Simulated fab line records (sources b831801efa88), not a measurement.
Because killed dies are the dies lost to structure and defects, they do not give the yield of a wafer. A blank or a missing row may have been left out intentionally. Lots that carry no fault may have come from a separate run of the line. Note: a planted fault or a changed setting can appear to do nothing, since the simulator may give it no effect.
Chamber matching | flow gf180mcu | 4 sister chambers for GF_M5_ETCH_09 on rie_diel-02
The step etches Si3N4 in CF4/O2, target depth 52 nm, time 11.6 s. 16 wafers are shown with their chamber, then 8 later ones without.

## WAFERS, EACH WITH ITS CHAMBER
wafer  | chamber | drypump_motor_current_A (A) | oes_product_au (a.u.) | throttle_valve_pct (%)
L078.1 | 3       | 6.3                         | 1.022                 | 5.994
L078.5 | 1       | 6.1                         | 1.010                 | 5.976
L078.6 | 0       | 5.3                         | 1.031                 | 5.977
L082.2 | 0       | 5.3                         | 1.027                 | 5.980
L082.5 | 1       | 6.1                         | 1.027                 | 5.982
L082.6 | 2       | 5.4                         | 1.020                 | 5.979
L083.3 | 2       | 5.4                         | 1.030                 | 5.978
L083.4 | 0       | 5.3                         | 1.035                 | 5.989
L083.6 | 1       | 6.1                         | 1.012                 | 5.982
L087.2 | 3       | 6.4                         | 1.030                 | 5.967
L087.3 | 1       | 6.1                         | 1.017                 | 5.969
L087.5 | 0       | 5.2                         | 1.037                 | 5.979
L089.1 | 2       | 5.4                         | 1.028                 | 5.998
L089.3 | 0       | 5.2                         | 1.033                 | 5.978
L089.6 | 0       | 5.3                         | 1.031                 | 5.975
L091.2 | 1       | 6.1                         | 1.029                 | 5.974

SIGNATURES (averages over the wafers above)
reading                 | chamber 0 | chamber 1 | chamber 2 | chamber 3 | scatter within a chamber
drypump_motor_current_A | 5.267     | 6.100     | 5.400     | 6.350     | 0.0391
oes_product_au          | 1.03233   | 1.01900   | 1.02600   | 1.02600   | 0.00611
throttle_valve_pct      | 5.97967   | 5.97660   | 5.98500   | 5.98050   | 0.00847
Rule: for a wafer and a chamber, the distance is found by dividing, reading by reading, the gap between the wafer's reading and the chamber's mean by the reading's scatter, squaring, summing and taking the root. If the next closest chamber is less than 2 further off than the closest, the wafer can't be placed; otherwise it belongs to the closest. How the scatter is found: for the shown wafers, subtract from each reading the mean of its chamber, square and add these, divide the total by (wafers less chambers), then take the root.

## WAFERS WITH NO CHAMBER GIVEN
wafer  | drypump_motor_current_A (A) | oes_product_au (a.u.) | throttle_valve_pct (%)
L091.4 | 5.4                         | 1.014                 | 5.968
L091.5 | 6.1                         | 1.033                 | 5.974
L093.2 | 5.4                         | 1.020                 | 5.987
L093.5 | 5.3                         | 1.028                 | 5.984
L093.6 | 6.1                         | 1.027                 | 5.979
L097.1 | 6.4                         | 1.014                 | 5.965
L097.2 | 6.1                         | 1.026                 | 5.983
L097.6 | 6.1                         | 1.028                 | 5.987

## THE CHAMBER EACH PASSED THROUGH
wafer  | from the rows above     | in truth
L091.4 | can't be placed: 2 or 0 | 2
L091.5 | 1                       | 1
L093.2 | 2                       | 2
L093.5 | can't be placed: 0 or 2 | 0
L093.6 | 1                       | 1
L097.1 | 3                       | 3
L097.2 | 1                       | 1
L097.6 | 1                       | 1
Placed correctly: 6 of 8. Cannot be placed on the basis of these rows: 2; the candidates contain the true chamber in 2. Placed wrongly: 0.
